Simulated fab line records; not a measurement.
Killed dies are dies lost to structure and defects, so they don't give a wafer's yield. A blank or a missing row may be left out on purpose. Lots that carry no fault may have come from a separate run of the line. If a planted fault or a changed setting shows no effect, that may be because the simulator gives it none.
The same fault as seen by 2 desks	flow gf180mcu	each desk has only its own numbers; what lay behind them comes last

== AT THE METROLOGY DESK ==
What the gauges read for every lot (on any tool): the sampled wafers with a number, averaged. Marked OUT: a lot whose mean sits more than 4 standard deviations from the usual mean, which makes it out of limits; the brackets give that distance.
Columns: A = V4_W_RS at GF_V4_RS_MEAS_24, usual 0.327 ohm/sq; B = V4_W_THK at GF_V4_THK_MEAS_25, usual 352 nm; C = MIM_CVD_05_THK at GF_MIM_THK_MEAS_06, usual 42.0 nm
lot	first seen here	A	B	C
L857	day 26 15:40	0.332	352	42.2
L865	day 28 21:03	0.329	352	42.3
L866	day 29 09:01	0.329	350	42.3
L870	day 30 12:19	0.329	350	41.8
L874	day 31 08:47	0.330	353	42.1
This desk's verdict: no lot among the 5 shows anything out of limits.

== DESK OF THE TOOL OWNER: pvd_sputter-03 ==
The tool's own readings at GF_MIM_SPUTTER_07 (material TiN, target thk 60 nm, time 50 s): means of the sampled wafers that have a number, for each lot that ran on this tool. Marked OUT: a lot whose mean sits more than 4 standard deviations from the usual mean, which makes it out of limits; the brackets give that distance.
Columns: A = throttle_valve_pct at GF_MIM_SPUTTER_07, usual 30.2 %
lot	first seen here	A
L857	day 26 16:28	27.4
L874	day 31 09:34	28.9
This desk's verdict: no lot among the 2 shows anything out of limits.

== PUT TOGETHER ==
From the metrology desk's view, nothing was out of limits.
The tool owner's desk saw nothing out of limits.

== WHAT THE SIMULATOR HAD PUT IN ==
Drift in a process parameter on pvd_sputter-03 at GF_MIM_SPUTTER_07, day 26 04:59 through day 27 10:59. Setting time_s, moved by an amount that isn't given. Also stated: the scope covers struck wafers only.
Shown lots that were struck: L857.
